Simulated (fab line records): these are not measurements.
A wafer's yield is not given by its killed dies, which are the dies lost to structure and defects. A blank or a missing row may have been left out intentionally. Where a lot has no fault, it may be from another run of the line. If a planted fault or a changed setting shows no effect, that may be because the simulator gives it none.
fab line records + flow sky130
record
- lots=6
- wafers=18
- lastDay=50
route steps=708 shown METAL2@506 VIA2@507 PAD_OPEN@708
lots that met no fault: from a run of the same line without faults
startH: hours from the record's first day to the start of the lot's first wafer shown + waitH: hours since the lot's step before + " identical to the entry in the row above + L1.1+2: one row covering several wafers at once + - value missing, or start not given + * or withheld: withheld + < > ~ a bound
route shown NAME@n: a module of which the file shows steps, and the number in the route of the first + usual: the fault-free wafers' mean and standard deviation + same: alike in all rows + chamber/n: place in a boat + sites: each site's reading + _std_site: the standard deviation of these + _edge_site: inner sites' mean taken away from outer sites' mean + radiusMm: how far each site lies from the wafer's centre + mask NAME#n: copy n + behind: tool/chamber where the wafer was last shaped + hold: the reason the lot was held/the length of the hold in hours/how it ended + device: which transistor (n, p or np) failed to switch + end of line: tests of these same wafers at the route's end + for a step that has no rows: nothing shown but its recipe + killed: the dies lost at the first sort to structure and to defects; this is not the yield of the wafer + map: per-die view of a wafer (x killed, . not killed, _ where there is no die)
set.NAME: the run value of the setting; set.NAME@STEP: its run value at that earlier step + model.NAME: the simulator's own value behind a step, which no gauge read
lots seen at some steps along the route; tables by step, rows by wafer
services: the hour from which a tool's chamber was out of use, counted from the record's first day as startH (under 0 if before that day), plus the number of hours and why
## steps
# step SKY_METAL2_CLEAN_23
# recipe
- chemistry=O3/DIW
- dry=n2Spin
# step SKY_VIA2_HDPCVD_00
# recipe
- material=SiO2
- targetThkNm=1180
- sigmaOpenFrac=0.3
- timeS=196.7
- tempC=400
- sih4FlowSccm=60
- pressureMtorr=6
# step SKY_VIA2_THK_MEAS_01
# recipe
- reads=SiO2_of_VIA2_HDPCVD_00
# usual
- VIA2_HDPCVD_THK=1174/12
| lot.wafer | tool         | chamber | startH | waitH | VIA2_HDPCVD_THK[nm] |
|-----------|--------------|---------|--------|-------|---------------------|
| L322.1    | filmMetro-01 | -       | 827.97 | 0.1   | 1177                |
| L322.5    | "            | -       | "      | "     | 1160                |
| L322.6    | "            | -       | "      | "     | 1175                |
| L324.3    | filmMetro-03 | -       | 845.16 | 0.1   | 1177                |
| L324.4    | "            | -       | "      | "     | 1179                |
| L324.5    | "            | -       | "      | "     | 1176                |
| L334.2    | filmMetro-04 | -       | 930.40 | 0.1   | 1160                |
| L334.3    | "            | -       | "      | "     | 1159                |
| L334.5    | "            | -       | "      | "     | 1163                |
| L335.1    | filmMetro-01 | -       | 933.09 | 0.1   | 1183                |
| L335.2    | "            | -       | "      | "     | 1176                |
| L335.3    | "            | -       | "      | "     | 1183                |
| L338.2    | filmMetro-04 | -       | 948.24 | 0.1   | 1159                |
| L338.3    | "            | -       | "      | "     | 1168                |
| L338.4    | "            | -       | "      | "     | 1171                |
| L344.1    | filmMetro-03 | -       | 991.88 | 0.1   | 1193                |
| L344.5    | "            | -       | "      | "     | 1186                |
| L344.6    | "            | -       | "      | "     | 1189                |
# step SKY_VIA2_CMP_02
# recipe
- material=SiO2
- downForcePsi=4
- platenRpm=60
- padVelocityMS=0.94248
# usual
- motorCurrentA=11.6/1.6
| lot.wafer | tool   | chamber | startH | waitH | motorCurrentA |
|-----------|--------|---------|--------|-------|---------------|
| L322.1    | cmp-01 | 2       | 828.08 | 0.1   | 15.5          |
| L322.6    | "      | 1       | "      | "     | 10.1          |
| L322.5    | "      | 2       | "      | "     | 15.0          |
| L324.4    | cmp-02 | 2       | 845.20 | 0.0   | 9.8           |
| L324.3    | "      | 0       | "      | "     | 12.2          |
| L324.5    | "      | 2       | "      | "     | 9.3           |
| L334.3    | cmp-01 | 0       | 930.55 | 0.1   | 12.8          |
| L334.2    | "      | 1       | "      | "     | 9.2           |
| L334.5    | "      | 3       | "      | "     | 10.5          |
| L335.3    | cmp-02 | 0       | 933.15 | 0.0   | 12.0          |
| L335.1    | "      | 1       | "      | "     | 11.7          |
| L335.2    | "      | 3       | "      | "     | 13.1          |
| L338.2    | cmp-01 | 3       | 948.36 | 0.1   | 10.2          |
| L338.3    | "      | 0       | "      | "     | 13.0          |
| L338.4    | "      | 1       | "      | "     | 9.4           |
| L344.1    | cmp-02 | 1       | 991.99 | 0.1   | 11.2          |
| L344.6    | "      | 0       | "      | "     | 12.2          |
| L344.5    | "      | 1       | "      | "     | 11.1          |
# step SKY_VIA2_BOW_MEAS_03
# recipe
- mode=bow
# usual
- VIA2_BOW=85/7.2
| lot.wafer | tool         | chamber | startH | waitH | VIA2_BOW[um] |
|-----------|--------------|---------|--------|-------|--------------|
| L322.1    | filmMetro-04 | -       | 828.33 | 0.2   | 90           |
| L322.5    | "            | -       | "      | "     | 85           |
| L322.6    | "            | -       | "      | "     | 86           |
| L324.3    | filmMetro-01 | -       | 845.54 | 0.2   | 76           |
| L324.4    | "            | -       | "      | "     | 86           |
| L324.5    | "            | -       | "      | "     | 76           |
| L334.2    | filmMetro-01 | -       | 930.77 | 0.1   | 95           |
| L334.3    | "            | -       | "      | "     | 76           |
| L334.5    | "            | -       | "      | "     | 87           |
| L335.1    | filmMetro-03 | -       | 933.45 | 0.2   | 89           |
| L335.2    | "            | -       | "      | "     | 89           |
| L335.3    | "            | -       | "      | "     | 84           |
| L338.2    | filmMetro-03 | -       | 948.63 | 0.2   | 102          |
| L338.3    | "            | -       | "      | "     | 83           |
| L338.4    | "            | -       | "      | "     | 92           |
| L344.1    | filmMetro-03 | -       | 992.24 | 0.2   | 80           |
| L344.5    | "            | -       | "      | "     | 86           |
| L344.6    | "            | -       | "      | "     | 93           |
# step SKY_VIA2_DEHYDRATE_04
# recipe
- tempC=200
- timeS=60
# step SKY_VIA2_HMDS_05
# recipe
- primeTimeS=60
- primeTempC=120
# step SKY_VIA2_COAT_06
# recipe
- resist=BARC
- tempC=withheld
- timeS=withheld
- spinRpm=3000
- resistThkNm=60
# step SKY_VIA2_COAT_07
# recipe
- resist=KrF-thick
- spinRpm=3000
- resistThkNm=450
# step SKY_VIA2_SOFTBAKE_08
# recipe
- tempC=100
- timeS=90
- resist=KrF-thick
# step SKY_VIA2_EXPOSE_09
# recipe
- maskId=VIM2
- na=0.8
- sourceShape=annular
- sigmaInner=0.55
- sigmaOuter=0.85
- targetCdNm=200
- doseMj=38
# step SKY_VIA2_PEB_10
# recipe
- pebTempC=withheld
- pebTimeS=withheld
- resist=KrF-thick
# step SKY_VIA2_DEVELOP_11
# recipe
- developTimeS=60
- resist=KrF-thick
- devTempC=21
| lot.wafer  | tool          | chamber | startH | waitH |
|------------|---------------|---------|--------|-------|
| L322.1+5+6 | lithoTrack-03 | 0       | 854    | -     |
| L324.3+4+5 | lithoTrack-02 | 0       | 871    | -     |
| L334.2+3+5 | lithoTrack-03 | 0       | 954    | -     |
| L335.1+2+3 | lithoTrack-03 | 0       | 956    | -     |
| L338.2+3+4 | lithoTrack-04 | 0       | 972    | -     |
| L344.1+5+6 | lithoTrack-02 | 0       | 1015   | -     |
# step SKY_VIA2_CD_MEAS_12
# recipe
- targetCdNm=200
# usual
- cdNm=200.2/1.4
| lot.wafer | tool     | chamber | startH  | waitH | hold                    | cdNm  |
|-----------|----------|---------|---------|-------|-------------------------|-------|
| L322.1    | cdSem-02 | -       | 854.36  | -     | -                       | 200.3 |
| L322.5    | "        | -       | "       | "     | -                       | 200.4 |
| L322.6    | "        | -       | "       | "     | -                       | 198.4 |
| L324.3    | cdSem-02 | -       | 871.80  | -     | -                       | 202.0 |
| L324.4    | "        | -       | "       | "     | -                       | 201.3 |
| L324.5    | "        | -       | "       | "     | -                       | 201.7 |
| L334.2    | cdSem-01 | -       | 955.08  | -     | awaitDispo/0.2h/release | 195.5 |
| L334.3    | "        | -       | "       | "     | awaitDispo/0.2h/release | 200.7 |
| L334.5    | "        | -       | "       | "     | awaitDispo/0.2h/release | 200.6 |
| L334.2    | cdSem-01 | -       | 955.36  | 0.3   | -                       | 195.1 |
| L334.3    | "        | -       | "       | "     | -                       | 200.7 |
| L334.5    | "        | -       | "       | "     | -                       | 200.3 |
| L335.1    | cdSem-01 | -       | 957.11  | -     | -                       | 196.1 |
| L335.2    | "        | -       | "       | "     | -                       | 196.6 |
| L335.3    | "        | -       | "       | "     | -                       | 203.7 |
| L338.2    | cdSem-02 | -       | 972.75  | -     | -                       | 198.7 |
| L338.3    | "        | -       | "       | "     | -                       | 199.1 |
| L338.4    | "        | -       | "       | "     | -                       | 200.5 |
| L344.1    | cdSem-02 | -       | 1015.96 | -     | -                       | 201.3 |
| L344.5    | "        | -       | "       | "     | -                       | 200.4 |
| L344.6    | "        | -       | "       | "     | -                       | 201.4 |
# step SKY_VIA2_OVL_MEAS_13
# usual
- VIA2_OVL=1/5.2
| lot.wafer | tool       | chamber | startH  | waitH | hold                    | VIA2_OVL[nm] |
|-----------|------------|---------|---------|-------|-------------------------|--------------|
| L322.1    | overlay-02 | -       | 854.48  | 0.1   | -                       | 3            |
| L322.5    | "          | -       | "       | "     | -                       | 3            |
| L322.6    | "          | -       | "       | "     | -                       | -9           |
| L324.3    | overlay-02 | -       | 871.90  | 0.1   | -                       | -3           |
| L324.4    | "          | -       | "       | "     | -                       | -6           |
| L324.5    | "          | -       | "       | "     | -                       | 0            |
| L335.1    | overlay-01 | -       | 957.23  | 0.1   | -                       | 3            |
| L335.2    | "          | -       | "       | "     | -                       | 0            |
| L335.3    | "          | -       | "       | "     | -                       | 0            |
| L334.2    | overlay-01 | -       | 961.34  | 6.0   | awaitDispo/5.9h/release | 3            |
| L334.3    | "          | -       | "       | "     | awaitDispo/5.9h/release | 8            |
| L334.5    | "          | -       | "       | "     | awaitDispo/5.9h/release | 9            |
| L338.2    | overlay-02 | -       | 972.86  | 0.1   | -                       | -6           |
| L338.3    | "          | -       | "       | "     | -                       | -8           |
| L338.4    | "          | -       | "       | "     | -                       | 2            |
| L344.1    | overlay-01 | -       | 1016.08 | 0.1   | -                       | 7            |
| L344.5    | "          | -       | "       | "     | -                       | 10           |
| L344.6    | "          | -       | "       | "     | -                       | 6            |
# step SKY_VIA2_ETCH_14
# recipe
- chemistry=N2/H2
- target=BARC
- ionEnergyEv=200
- sourceW=500
- biasW=100
- pressureMtorr=30
- n2FlowSccm=100
- h2FlowSccm=200
- stopOn=SiO2
- timeS=45.9
- targetDepthA=600
# usual
- drypumpMotorCurrentA=5.6/0.58
- oesProductAu=0.854/0.005
- throttleValvePct=13.225/0.0079
| lot.wafer | tool       | chamber | startH  | waitH | drypumpMotorCurrentA | oesProductAu | rfHoursCounterH | throttleValvePct | model.VIA2.cdNm |
|-----------|------------|---------|---------|-------|----------------------|--------------|-----------------|------------------|-----------------|
| L322.1    | rieDiel-03 | 3       | 854.51  | 0.0   | 5.2                  | 0.849        | 12              | 13.230           | 200.5           |
| L322.5    | "          | 1       | "       | "     | 6.1                  | 0.859        | -               | 13.210           | 199.9           |
| L322.6    | "          | 2       | "       | "     | 4.8                  | 0.855        | -               | 13.218           | 197.2           |
| L324.3    | rieDiel-03 | 2       | 871.92  | 0.0   | 4.8                  | 0.852        | 17              | 13.224           | 201.1           |
| L324.4    | "          | 0       | "       | "     | 6.0                  | 0.852        | 4               | 13.215           | 200.4           |
| L324.5    | "          | 2       | "       | "     | 4.7                  | 0.858        | -               | 13.216           | 201.2           |
| L335.1    | rieDiel-04 | 2       | 957.26  | 0.0   | 5.9                  | 0.859        | 21              | 13.227           | 196.5           |
| L335.2    | "          | 0       | "       | "     | 5.2                  | 0.855        | 15              | 13.235           | 196.7           |
| L335.3    | "          | 1       | "       | "     | 4.9                  | 0.857        | 22              | 13.226           | 204.3           |
| L334.2    | rieDiel-04 | 0       | 961.37  | 0.0   | 5.2                  | 0.865        | 15              | 13.228           | 195.3           |
| L334.3    | "          | 1       | "       | "     | 4.9                  | 0.848        | 22              | 13.223           | 200.8           |
| L334.5    | "          | 0       | "       | "     | 5.2                  | 0.850        | -               | 13.229           | 200.5           |
| L338.2    | rieDiel-01 | 1       | 972.89  | 0.0   | 5.6                  | 0.852        | 22              | 13.218           | 199.4           |
| L338.3    | "          | 2       | "       | "     | 6.2                  | 0.861        | 11              | 13.225           | 198.9           |
| L338.4    | "          | 0       | "       | "     | 6.6                  | 0.860        | 6               | 13.222           | 200.2           |
| L344.1    | rieDiel-03 | 0       | 1016.12 | 0.0   | 6.0                  | 0.864        | 8               | 13.223           | 201.8           |
| L344.5    | "          | 0       | "       | "     | 6.0                  | 0.859        | -               | 13.232           | 199.9           |
| L344.6    | "          | 1       | "       | "     | 6.1                  | 0.854        | -               | 13.221           | 201.4           |
# step SKY_VIA2_ETCH_15
# recipe
- target=SiO2
- chemistry=C4F8/O2/Ar
- targetDepthNm=546
- stopOn=TiN
- maskMaterial=KrF-thick
- sourceW=1500
- biasW=1200
- pressureMtorr=40
- c4f8FlowSccm=withheld
- O2_flow_sccm=6
- Ar_flow_sccm=300
- timeS=84
# usual
- oesProductAu=0.939/0.0047
| lot.wafer | tool       | chamber | startH  | waitH | oesProductAu | model.VIA2.cdNm |
|-----------|------------|---------|---------|-------|--------------|-----------------|
| L322.1    | rieDiel-03 | 3       | 854.56  | 0.0   | 0.936        | 203.1           |
| L322.5    | "          | 1       | "       | "     | 0.940        | 199             |
| L322.6    | "          | 2       | "       | "     | 0.936        | 194.2           |
| L324.3    | rieDiel-03 | 2       | 871.96  | 0.0   | 0.934        | 200.1           |
| L324.4    | "          | 0       | "       | "     | 0.933        | 195.8           |
| L324.5    | "          | 2       | "       | "     | 0.939        | 198.5           |
| L335.1    | rieDiel-04 | 2       | 957.31  | 0.0   | 0.942        | 196.4           |
| L335.2    | "          | 0       | "       | "     | 0.938        | 199             |
| L335.3    | "          | 1       | "       | "     | 0.940        | 206.2           |
| L334.2    | rieDiel-04 | 0       | 961.41  | 0.0   | 0.937        | 195.2           |
| L334.3    | "          | 1       | "       | "     | 0.944        | 200.8           |
| L334.5    | "          | 0       | "       | "     | 0.949        | 200             |
| L338.2    | rieDiel-01 | 1       | 972.93  | 0.0   | 0.945        | 204.7           |
| L338.3    | "          | 2       | "       | "     | 0.945        | 203.5           |
| L338.4    | "          | 0       | "       | "     | 0.942        | 202.9           |
| L344.1    | rieDiel-03 | 0       | 1016.16 | 0.0   | 0.940        | 198.6           |
| L344.5    | "          | 0       | "       | "     | 0.947        | 200.5           |
| L344.6    | "          | 1       | "       | "     | 0.932        | 201.8           |
# step SKY_VIA2_STRIP_16
# recipe
- chemistry=O2/N2
- powerW=1400
- pressureMtorr=1500
- platenTempC=withheld
- o2FlowSccm=3000
- n2FlowSccm=300
- overashFraction=0.5
# usual
- drypumpMotorCurrentA=5.6/0.37
- oesProductAu=0.398/0.0039
- stripTimeToEndpointS=4.048/0.02
| lot.wafer | tool           | chamber | startH  | waitH | drypumpMotorCurrentA | oesProductAu | rfHoursCounterH | stripTimeToEndpointS |
|-----------|----------------|---------|---------|-------|----------------------|--------------|-----------------|----------------------|
| L322.1    | plasmaAsher-01 | 1       | 854.62  | 0.0   | 6.1                  | 0.398        | 42              | 4.034                |
| L322.5    | "              | 0       | "       | "     | 4.9                  | 0.399        | -               | 4.025                |
| L322.6    | "              | 1       | "       | "     | 6.1                  | 0.396        | -               | 4.023                |
| L324.3    | plasmaAsher-03 | 1       | 872.06  | 0.1   | 5.8                  | 0.392        | -               | 4.042                |
| L324.4    | "              | 0       | "       | "     | 5.5                  | 0.404        | -               | 4.033                |
| L324.5    | "              | 0       | "       | "     | 5.6                  | 0.404        | -               | 4.042                |
| L335.1    | plasmaAsher-02 | 1       | 957.37  | 0.0   | 5.7                  | 0.402        | 82              | 4.060                |
| L335.2    | "              | 0       | "       | "     | 5.3                  | 0.393        | 82              | 4.083                |
| L335.3    | "              | 0       | "       | "     | 5.3                  | 0.396        | -               | 4.075                |
| L334.2    | plasmaAsher-03 | 0       | 961.48  | 0.0   | 5.5                  | 0.403        | 21              | 4.034                |
| L334.3    | "              | 0       | "       | "     | 5.5                  | 0.392        | -               | 4.055                |
| L334.5    | "              | 0       | "       | "     | 5.6                  | 0.395        | -               | 4.025                |
| L338.2    | plasmaAsher-01 | 1       | 973.00  | 0.0   | 6.1                  | 0.394        | 55              | 4.059                |
| L338.3    | "              | 0       | "       | "     | 5.0                  | 0.394        | -               | 4.051                |
| L338.4    | "              | 1       | "       | "     | 6.1                  | 0.397        | -               | 4.070                |
| L344.1    | plasmaAsher-03 | 1       | 1016.23 | 0.0   | 5.8                  | 0.395        | 29              | 4.040                |
| L344.5    | "              | 1       | "       | "     | 5.8                  | 0.396        | -               | 4.048                |
| L344.6    | "              | 0       | "       | "     | 5.6                  | 0.397        | -               | 4.071                |
# step SKY_PAD_OPEN_PROBE_99
# usual
- defectLimitedYield=82.7/1.9
- killed_at_M0_to_M3=43/7.1
- killed_at_M4_up=3.2/1.9
- killedAtContacts=23/5.1
- killedAtFrontEnd=15/4.5
- killedAtOther=0.4/0.65
- killedDies=85/9.4
- killedOpen=47/6.8
- killedShort=38/6.1
- sort_bin_3_pad_short=0.8/0.38
- sort_bin_5_function=10.3/1.5
- sort_bin_6_memory=6.2/1.1
- sortNPass=407/9.4
- sortYieldPct=82.7/1.9
# same
- grossDies=492
- killedAtBackSide=0
- sort_bin_4_leakage[%]=0
- sort_bin_8_speed[%]=0
| lot.wafer | tool      | chamber | startH  | waitH | defectLimitedYield[%] | killed_at_M0_to_M3 | killed_at_M4_up | killedAtContacts | killedAtFrontEnd | killedAtOther | killedDies | killedOpen | killedShort | sort_bin_3_pad_short[%] | sort_bin_5_function[%] | sort_bin_6_memory[%] | sortNPass | sortYieldPct[%] | model.etest.via2Chain.rcOhm |
|-----------|-----------|---------|---------|-------|-----------------------|--------------------|-----------------|------------------|------------------|---------------|------------|------------|-------------|-------------------------|------------------------|----------------------|-----------|-----------------|-----------------------------|
| L322.1    | prober-02 | -       | 1082.61 | 0.1   | 82.9                  | 43                 | 6               | 23               | 11               | 1             | 84         | 42         | 42          | 1.0                     | 10.4                   | 5.7                  | 408       | 82.9            | 10.05                       |
| L322.5    | prober-02 | -       | 1082.81 | 0.2   | 82.3                  | 42                 | 6               | 28               | 11               | 0             | 87         | 57         | 30          | 0.4                     | 12.4                   | 4.9                  | 405       | 82.3            | 9.75                        |
| L322.6    | prober-02 | -       | 1082.86 | 0.2   | 81.3                  | 48                 | 2               | 19               | 23               | 0             | 92         | 48         | 44          | 0                       | 11.4                   | 7.3                  | 400       | 81.3            | 11.05                       |
| L324.3    | prober-02 | -       | 1097.17 | 0.2   | 84.6                  | 30                 | 1               | 25               | 20               | 0             | 76         | 44         | 30          | 0.8                     | 8.3                    | 6.3                  | 416       | 84.6            | 10.06                       |
| L324.4    | prober-02 | -       | 1097.22 | 0.2   | 85.2                  | 34                 | 2               | 31               | 6                | 0             | 73         | 40         | 33          | 0.8                     | 8.1                    | 5.9                  | 419       | 85.2            | 10.6                        |
| L324.5    | prober-02 | -       | 1097.27 | 0.2   | 82.3                  | 45                 | 11              | 19               | 12               | 0             | 87         | 50         | 35          | 0.8                     | 10.4                   | 6.5                  | 405       | 82.3            | 10.23                       |
| L334.2    | prober-02 | -       | 1162.62 | 0.1   | 83.1                  | 40                 | 4               | 24               | 15               | 0             | 83         | 49         | 34          | 1.0                     | 10.2                   | 5.7                  | 409       | 83.1            | 10.72                       |
| L334.3    | prober-02 | -       | 1162.67 | 0.2   | 83.5                  | 33                 | 5               | 28               | 15               | 0             | 81         | 55         | 26          | 0.6                     | 9.8                    | 6.1                  | 411       | 83.5            | 10.47                       |
| L334.5    | prober-02 | -       | 1162.77 | 0.2   | 83.5                  | 32                 | 3               | 26               | 20               | 0             | 81         | 49         | 32          | 0.8                     | 10.2                   | 5.5                  | 411       | 83.5            | 9.662                       |
| L335.1    | prober-01 | -       | 1162.92 | 0.1   | 84.1                  | 32                 | 7               | 19               | 20               | 0             | 78         | 42         | 35          | 0.8                     | 8.9                    | 6.1                  | 414       | 84.1            | 10.48                       |
| L335.2    | prober-01 | -       | 1162.97 | 0.1   | 83.3                  | 43                 | 2               | 22               | 15               | 0             | 82         | 43         | 39          | 1.4                     | 11.4                   | 3.9                  | 410       | 83.3            | 9.987                       |
| L335.3    | prober-01 | -       | 1163.02 | 0.2   | 84.6                  | 36                 | 0               | 22               | 18               | 0             | 76         | 41         | 35          | 0.4                     | 9.8                    | 5.3                  | 416       | 84.6            | 9.431                       |
| L338.2    | prober-02 | -       | 1177.36 | 0.1   | 85.2                  | 37                 | 0               | 28               | 8                | 0             | 73         | 39         | 34          | 1.2                     | 8.5                    | 5.1                  | 419       | 85.2            | 9.869                       |
| L338.3    | prober-02 | -       | 1177.41 | 0.2   | 79.9                  | 50                 | 2               | 26               | 21               | 0             | 99         | 56         | 43          | 0.2                     | 13.6                   | 6.3                  | 393       | 79.9            | 9.935                       |
| L338.4    | prober-02 | -       | 1177.46 | 0.2   | 81.9                  | 45                 | 2               | 29               | 13               | 0             | 89         | 51         | 38          | 1.6                     | 10.6                   | 5.9                  | 403       | 81.9            | 9.299                       |
| L344.1    | prober-02 | -       | 1203.68 | 0.1   | 79.7                  | 52                 | 6               | 33               | 9                | 0             | 100        | 59         | 41          | 1.2                     | 13.0                   | 6.1                  | 392       | 79.7            | 10.32                       |
| L344.5    | prober-02 | -       | 1203.88 | 0.2   | 87.8                  | 34                 | 4               | 17               | 5                | 0             | 60         | 43         | 17          | 0.8                     | 7.3                    | 4.1                  | 432       | 87.8            | 10.03                       |
| L344.6    | prober-02 | -       | 1203.93 | 0.2   | 81.7                  | 47                 | 3               | 23               | 17               | 0             | 90         | 41         | 49          | 1.2                     | 10.0                   | 7.1                  | 402       | 81.7            | 10                          |
# killed by level:class
L322.1 VIA1:geometricParticle:open=12 VIA3:geometricParticle:open=8 CONTACT:geometricParticle:open=7 METAL4:geometricParticle:short=6 VIA3:geometricParticle:short=6 LOCAL_INTERCONNECT:geometricParticle:short=5 LI_CONTACT:geometricParticle:open=4 POLY_GATE:geometricParticle:short=4
L322.5 VIA1:geometricParticle:open=12 VIA3:geometricParticle:open=11 LI_CONTACT:geometricParticle:open=9 CONTACT:geometricParticle:open=8 CONTACT:geometricParticle:short=6 FIELD_ISO:geometricParticle:open=5 VIA1:geometricParticle:short=4 VIA2:geometricParticle:open=4
L322.6 VIA1:geometricParticle:open=12 FIELD_ISO:geometricParticle:open=8 METAL1:geometricParticle:short=7 VIA2:geometricParticle:open=7 POLY_GATE:geometricParticle:short=6 VIA1:geometricParticle:short=6 CONTACT:geometricParticle:open=6 LI_CONTACT:geometricParticle:open=5
L324.3 LI_CONTACT:geometricParticle:open=10 CONTACT:geometricParticle:open=8 VIA1:geometricParticle:open=6 FIELD_ISO:geometricParticle:open=5 FIELD_ISO:geometricParticle:short=4 POLY_GATE:geometricParticle:short=4 VIA2:geometricParticle:open=4 CONTACT:geometricParticle:short=4
L324.4 LI_CONTACT:geometricParticle:open=8 CONTACT:geometricParticle:open=8 VIA2:geometricParticle:open=6 CONTACT:geometricParticle:short=6 METAL1:geometricParticle:short=6 VIA1:geometricParticle:open=5 LOCAL_INTERCONNECT:geometricParticle:short=5 METAL2:geometricParticle:short=5
L324.5 VIA1:geometricParticle:open=13 LI_CONTACT:geometricParticle:open=8 CONTACT:geometricParticle:open=7 METAL4:geometricParticle:short=7 METAL2:geometricParticle:short=6 VIA3:geometricParticle:open=6 FIELD_ISO:geometricParticle:open=5 VIA2:geometricParticle:open=5
L334.2 VIA1:geometricParticle:open=9 VIA1:geometricParticle:short=8 CONTACT:geometricParticle:open=8 FIELD_ISO:geometricParticle:open=7 LI_CONTACT:geometricParticle:open=7 VIA2:geometricParticle:open=6 CONTACT:geometricParticle:short=4 SPACER:geometricParticle:open=3
L334.3 CONTACT:geometricParticle:open=13 VIA1:geometricParticle:open=11 LI_CONTACT:geometricParticle:open=7 VIA2:geometricParticle:open=6 FIELD_ISO:geometricParticle:open=5 VIA3:geometricParticle:open=5 LOCAL_INTERCONNECT:geometricParticle:short=4 METAL4:geometricParticle:short=3
L334.5 LI_CONTACT:geometricParticle:open=9 CONTACT:geometricParticle:open=9 METAL1:geometricParticle:short=7 FIELD_ISO:geometricParticle:short=6 FIELD_ISO:geometricParticle:open=5 VIA1:geometricParticle:open=5 VIA2:geometricParticle:open=5 CONTACT:geometricParticle:short=4
L335.1 CONTACT:geometricParticle:open=10 VIA3:geometricParticle:open=10 METAL4:geometricParticle:short=6 FIELD_ISO:geometricParticle:short=5 POLY_GATE:geometricParticle:short=5 FIELD_ISO:geometricParticle:open=4 VIA3:geometricParticle:short=4 VIA2:geometricParticle:open=4
L335.2 VIA1:geometricParticle:open=11 CONTACT:geometricParticle:open=7 VIA3:geometricParticle:open=7 VIA2:geometricParticle:open=6 LOCAL_INTERCONNECT:geometricParticle:short=6 FIELD_ISO:geometricParticle:short=5 METAL1:geometricParticle:short=5 LI_CONTACT:geometricParticle:open=4
L335.3 VIA1:geometricParticle:open=8 VIA3:geometricParticle:open=8 CONTACT:geometricParticle:open=7 FIELD_ISO:geometricParticle:open=5 POLY_GATE:geometricParticle:short=5 LI_CONTACT:geometricParticle:open=5 CONTACT:geometricParticle:short=5 METAL1:geometricParticle:short=5
L338.2 CONTACT:geometricParticle:open=10 LI_CONTACT:geometricParticle:open=8 VIA1:geometricParticle:open=7 METAL2:geometricParticle:short=7 VIA2:geometricParticle:short=5 VIA1:geometricParticle:short=5 LOCAL_INTERCONNECT:geometricParticle:short=4 VIA2:geometricParticle:open=4
L338.3 VIA2:geometricParticle:open=12 CONTACT:geometricParticle:open=9 VIA1:geometricParticle:open=7 VIA3:geometricParticle:open=7 POLY_GATE:geometricParticle:open=6 POLY_GATE:geometricParticle:short=5 LOCAL_INTERCONNECT:geometricParticle:short=5 METAL1:geometricParticle:short=5
L338.4 CONTACT:geometricParticle:open=12 VIA3:geometricParticle:open=11 LI_CONTACT:geometricParticle:open=7 METAL2:geometricParticle:short=7 VIA1:geometricParticle:short=6 VIA1:geometricParticle:open=6 CONTACT:geometricParticle:short=5 POLY_GATE:geometricParticle:open=4
L344.1 CONTACT:geometricParticle:open=12 VIA2:geometricParticle:open=11 VIA1:geometricParticle:open=11 LOCAL_INTERCONNECT:geometricParticle:short=8 METAL1:geometricParticle:short=7 LI_CONTACT:geometricParticle:open=6 CONTACT:geometricParticle:short=5 VIA3:geometricParticle:open=5
L344.5 VIA3:geometricParticle:open=10 VIA1:geometricParticle:open=9 CONTACT:geometricParticle:open=7 VIA2:geometricParticle:open=6 LI_CONTACT:geometricParticle:open=3 VIA1:geometricParticle:short=3 METAL4:geometricParticle:open=2 FIELD_ISO:geometricParticle:open=2
L344.6 VIA1:geometricParticle:open=9 VIA1:geometricParticle:short=8 FIELD_ISO:geometricParticle:open=7 FIELD_ISO:geometricParticle:short=7 LI_CONTACT:geometricParticle:short=5 LI_CONTACT:geometricParticle:open=5 CONTACT:geometricParticle:short=5 VIA3:geometricParticle:open=5
## services
| tool           | chamber | startH  | hours | kind   |
|----------------|---------|---------|-------|--------|
| rieDiel-04     | 2       | 807.28  | 5.3   | repair |
| rieDiel-01     | 2       | 829.98  | 14.9  | repair |
| cmp-01         | -       | 837.06  | 5.6   | repair |
| plasmaAsher-02 | -       | 855.73  | 1.6   | repair |
| cmp-01         | -       | 858.97  | 2.0   | repair |
| cmp-01         | -       | 864.69  | 1.7   | repair |
| plasmaAsher-02 | -       | 867.66  | 14.6  | pm     |
| rieDiel-04     | 1       | 870.65  | 10.5  | repair |
| rieDiel-01     | -       | 879.27  | 0.9   | repair |
| cmp-02         | -       | 882.07  | 0.6   | repair |
| cmp-01         | -       | 909.31  | 0.3   | repair |
| rieDiel-03     | 3       | 910.74  | 1.9   | repair |
| cmp-02         | -       | 912.62  | 4.0   | pm     |
| rieDiel-04     | 3       | 923.27  | 6.1   | repair |
| rieDiel-04     | 2       | 925.39  | 7.8   | repair |
| cmp-02         | -       | 945.10  | 3.9   | repair |
| rieDiel-04     | 1       | 946.82  | 8.0   | repair |
| rieDiel-03     | 1       | 960.49  | 13.2  | repair |
| rieDiel-04     | 1       | 973.96  | 5.5   | repair |
| rieDiel-01     | -       | 983.21  | 0.4   | repair |
| cmp-01         | -       | 989.97  | 4.3   | pm     |
| cmp-01         | -       | 1002.88 | 1.0   | repair |
| plasmaAsher-03 | -       | 1006.01 | 2.8   | pm     |
| cmp-01         | -       | 1006.92 | 15.1  | pm     |
## key
firstSign
- step=SKY_VIA2_CD_MEAS_12
- reading=cdNm
- direction=down
- sigmas=2.9
- usual=200.2
- struck=196.1
effect none on later readings
modelEffect
- step=SKY_VIA2_ETCH_14
- value=VIA2.cdNm
- without=201.7
- struck=196.2
modelEffect
- step=SKY_VIA2_ETCH_15
- value=VIA2.cdNm
- without=202.5
- struck=196.9
modelEffect
- step=SKY_PAD_OPEN_PROBE_99
- value=etest.via2Chain.rcOhm
- without=9.85
- struck=10.4
metAt SKY_VIA2_DEVELOP_11
struckWafers L334.2,L335.1,L335.2
onsetBetween 854 954
fault
- kind=processParameterDrift
- tool=lithoTrack-03
- chamber=-
- onsetH=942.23
- steps=SKY_VIA2_DEVELOP_11
- channel=developTimeS
- offset=*
- shape=step
- endH=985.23
- scope=struckWafersOnly
- actsIn=*
- stated=*
